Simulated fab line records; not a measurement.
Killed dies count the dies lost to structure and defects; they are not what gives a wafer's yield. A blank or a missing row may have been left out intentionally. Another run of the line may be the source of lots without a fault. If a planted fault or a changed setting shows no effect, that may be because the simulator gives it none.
8D (eight disciplines) problem report, filled in by code | flow gf180mcu | the parts of the form that need people (team, actions taken, sign-off) are left out

1. THE PROBLEM
At GF_VT_IMPLANT_STRIP_31, chamber-pressure-mTorr averages 1801.3 mTorr over 3 wafers from 2 lots, while fault-free wafers read 1500.1 mTorr, standard deviation 1.3. So: +99 or more standard deviations from the usual mean.
The step: strips in O2/N2.
Earliest sighting: wafer L121.4 on plasma-asher-03 at day 9 14:20. Wafers with a number at this step in the record: 37, from 13 lots. Rule for "out", or "out of limits": more than 4 standard deviations from the usual mean. Any other wafer with a number is counted as sound.

2. WHAT IT IS, WHAT IT ISN'T
question                    | is                                               | is not
which readings at this step | chamber-pressure-mTorr, strip-time-to-endpoint-s | drypump-motor-current-A, heater-power-w
which lots                  | L121, L122                                       | L111, L112, L113, L118, L125, L126, L128, L131, L132, L133, L134
which wafers of those lots  | L121.4, L122.4, L122.5                           | L122.6
read on which tools         | plasma-asher-03                                  | plasma-asher-01, plasma-asher-02
when                        | from day 9 14:20                                 | up to then (12 sound wafers); but 22 sound wafers of L122, L125, L126, L128, L131, L132, L133, L134 came after

3. SUSPECTS, AND WHAT RULES EACH OUT
Counting: any tool at a process step up to the reading remains a suspect provided it ran every lot that is out. Sound lots after the first of them don't rule it out here, since some wafers of a struck lot are sound.
- rie-diel-04 at GF_STI_ETCH_13 (etches the open film in CHF3/O2, stops on Si, target depth 282.31 nm, time 112.9 s): kept. Ran every lot that is out, first one L121 (day 4 05:11); last sound lot up to then L113 (day 2 11:05).
- plasma-asher-02 at GF_NWELL_STRIP_10 (strips in O2/N2): kept. It ran every lot that is out, first L121 (day 5 15:14).
- plasma-asher-03 at GF_VT_IMPLANT_STRIP_31 (strips in O2/N2): kept. Ran every lot that is out, first one L121 (day 9 14:20); last sound lot up to then L112 (day 7 03:19). On those wafers its own readings are out: chamber-pressure-mTorr, strip-time-to-endpoint-s.
- At GF_VT_IMPLANT_STRIP_31 on plasma-asher-03, chamber 0 took the sound wafers of the same lots and chamber 1 took the wafers that are out.
The count leaves rie-diel-04 at GF_STI_ETCH_13, plasma-asher-02 at GF_NWELL_STRIP_10, and plasma-asher-03 at GF_VT_IMPLANT_STRIP_31.

4. THE CAUSE (what the simulator had put in)
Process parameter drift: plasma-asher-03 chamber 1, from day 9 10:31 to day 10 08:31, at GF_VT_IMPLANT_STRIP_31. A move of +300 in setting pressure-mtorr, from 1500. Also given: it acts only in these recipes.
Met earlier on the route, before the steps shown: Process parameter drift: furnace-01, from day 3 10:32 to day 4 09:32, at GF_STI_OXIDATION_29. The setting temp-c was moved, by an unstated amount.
Counting left 3 suspects, and this tool is among them.

5. THE EFFECT CHAIN, in route order
Rows list readings where the struck wafers' mean (over those with a number) sits beyond 3 standard deviations from the usual. Only readings for which the record gives a usual standard deviation are gone through. hours: the time from each lot's start at the first step in this table that gives one to its start at this step, as a median over the lots. sigmas: the change in usual standard deviations.
hours | step                   | reading                  | usual        | on struck wafers | change | sigmas
0     | GF_VT_IMPLANT_STRIP_31 | chamber-pressure-mTorr   | 1500.1 mTorr | 1801.3           | +301.2 | +99 or more
0     | GF_VT_IMPLANT_STRIP_31 | oes-product-au           | 0.716 a.u.   | 0.738            | +0.022 | +4.6
0     | GF_VT_IMPLANT_STRIP_31 | strip-time-to-endpoint-s | 12.68 s      | 12.23            | -0.45  | -11
The process steps in it:
- GF_VT_IMPLANT_STRIP_31: strips in O2/N2.

6. WHAT WOULD HAVE CAUGHT IT SOONER
In this record no reading fell out of limits until day 9 14:20, 4 hours after the fault had begun at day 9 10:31.
